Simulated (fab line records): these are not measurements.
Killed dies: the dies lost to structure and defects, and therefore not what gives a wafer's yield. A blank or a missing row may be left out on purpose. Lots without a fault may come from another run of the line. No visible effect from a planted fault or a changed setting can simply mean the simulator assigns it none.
Struck lot and sound lot, side by side || flow sky130 || 35 steps out of a route of 708
Sound: these wafers, L773.1, L773.2, L773.3. Struck: wafers L788.1, L788.2. (L788.3 of the same lot was not struck and is left out.) The cause comes at the end.
For every step that has rows: the tool of each side, followed by ch and its chambers, followed by its first start. Under that, the readings that differ: sound wafers || struck wafers || difference of the means || sigmas: that difference in standard deviations of wafers without a fault.
alike: readings with means less than 2 such deviations apart, plus words and numbers identical on both sides. not compared: withheld readings, readings lacking a value on some wafer, bounds such as >300 that could conceal the same value, and numbers that have no deviation in the record and whose values overlap.
The two part at a step that has a row with sigmas, a row that says differs or no value, or rows on one side only. Numbers that don't overlap but have no deviation are shown without sigmas and don't part them. A reading that every wafer of one side lacks parts them only if that side has two wafers or more.

first, 6 steps without rows for these wafers: SKY_PWDE_HMDS_01 (prime time 60 s); SKY_PWDE_COAT_02 (resist thk 3000 nm); SKY_PWDE_SOFTBAKE_03; SKY_PWDE_EXPOSE_04 (exposes mask PWDEM, target cd 840 nm); SKY_PWDE_PEB_05; SKY_PWDE_DEVELOP_06 (develop time 60 s).
SKY_PWDE_OVL_MEAS_07:
  struck on overlay-02, day 7 14:23; sound on overlay-01, day 4 03:47
{"reading": "PWDE_OVL (nm)", "sound": "2.3 0.7 0.8", "struck": "-2.2 -1.4", "difference": -3.1, "sigmas": -2}
next, for these wafers, 1 step has no rows: SKY_PWDE_IMPLANT_08.
SKY_PWDE_STRIP_09: strips in O2/N2.
  sound on plasma-asher-02 ch 0,1, day 4 03:59; struck on plasma-asher-02 ch 0,1, day 7 14:35
  alike: drypump-motor-current-A, oes-product-au, strip-time-to-endpoint-s
  not compared: rf-hours-counter-h
SKY_PWDE_TW_MEAS_10:
  struck on film-metro-01, day 7 14:41; sound on film-metro-01, day 4 04:05
  alike: PWDE_TW
then, 2 steps without rows for these wafers: SKY_NWELL_DEHYDRATE_03 (time 60 s); SKY_NWELL_HMDS_04 (prime time 60 s).
SKY_NWELL_COAT_05: resist thk 3000 nm.
  sound on litho-track-01 ch 0, day 4 12:20; struck on litho-track-01 ch 0, day 8 00:35
{"reading": "model.coat_of_NWELL_COAT_05.thk-nm (nm)", "sound": "3016 3003 3008", "struck": "818.8 820.1", "difference": -2189.6, "sigmas": ""}
  alike: exhaust-pa
then, 3 steps without rows for these wafers: SKY_NWELL_SOFTBAKE_06; SKY_NWELL_EXPOSE_07 (exposes mask NWM, target cd 840 nm); SKY_NWELL_PEB_08.
SKY_NWELL_DEVELOP_09: develop time 60 s.
  sound: litho-track-02 ch 0; struck: litho-track-01 ch 0
{"reading": "model.coat_of_NWELL_COAT_05.thk-nm (nm)", "sound": "3011 2998 3003", "struck": "814.5 815.8", "difference": -2188.8, "sigmas": ""}
  alike: exhaust-pa
SKY_NWELL_OVL_MEAS_10:
  struck on overlay-02, day 8 11:02; sound on overlay-02, day 4 20:25
  alike: NWELL_00_OVL
then, 3 steps without rows for these wafers: SKY_NWELL_IMPLANT_11; SKY_NWELL_IMPLANT_12; SKY_NWELL_IMPLANT_13.
SKY_NWELL_STRIP_14: strips in O2/N2.
  sound on plasma-asher-04 ch 0,1, day 4 20:54; struck on plasma-asher-03 ch 0,1, day 8 11:32
{"reading": "oes-product-au (a.u.)", "sound": "0.715 0.719 0.720", "struck": "0.699 0.696", "difference": -0.020, "sigmas": -4}
{"reading": "strip-time-to-endpoint-s (s)", "sound": "37.09 36.95 37.01", "struck": "11.15 11.17", "difference": -25.86, "sigmas": "-99 or more"}
  alike: drypump-motor-current-A
  not compared: rf-hours-counter-h
SKY_NWELL_TW_MEAS_15:
  struck on film-metro-01, day 8 11:38; sound on film-metro-02, day 4 21:00
  alike: NWELL_TW
then, 7 steps without rows for these wafers: SKY_NWELL_DEHYDRATE_16 (time 60 s); SKY_NWELL_HMDS_17 (prime time 60 s); SKY_NWELL_COAT_18 (resist thk 3000 nm); SKY_NWELL_SOFTBAKE_19; SKY_NWELL_EXPOSE_20 (exposes mask NWM COMPLEMENT, target cd 840 nm); SKY_NWELL_PEB_21; SKY_NWELL_DEVELOP_22 (develop time 60 s).
SKY_NWELL_OVL_MEAS_23:
  struck on overlay-02, day 9 08:19; sound on overlay-01, day 5 14:29
  alike: NWELL_01_OVL
next, for these wafers, 1 step has no rows: SKY_NWELL_IMPLANT_24.
SKY_NWELL_STRIP_25: strips in O2/N2.
  sound on plasma-asher-03 ch 0,1, day 5 14:41; struck on plasma-asher-03 ch 0,1, day 9 08:30
  alike: drypump-motor-current-A, oes-product-au, strip-time-to-endpoint-s
  not compared: rf-hours-counter-h
SKY_NWELL_TW_MEAS_26:
  struck on film-metro-02, day 9 08:49; sound on film-metro-02, day 5 14:47
{"reading": "NWELL_2_TW", "sound": "495.9 497.6 496.4", "struck": "859.7 851.1", "difference": "+358.8", "sigmas": "+99 or more"}
  not compared: hold
SKY_PAD_OPEN_PROBE_99:
  the record holds rows for the sound wafers here (prober-01, day 45 20:16) but none for the struck ones

WHERE THEY PART
Last at SKY_PAD_OPEN_PROBE_99 as far as this record goes, first at SKY_PWDE_OVL_MEAS_07.

WHY: the cause the simulator had injected
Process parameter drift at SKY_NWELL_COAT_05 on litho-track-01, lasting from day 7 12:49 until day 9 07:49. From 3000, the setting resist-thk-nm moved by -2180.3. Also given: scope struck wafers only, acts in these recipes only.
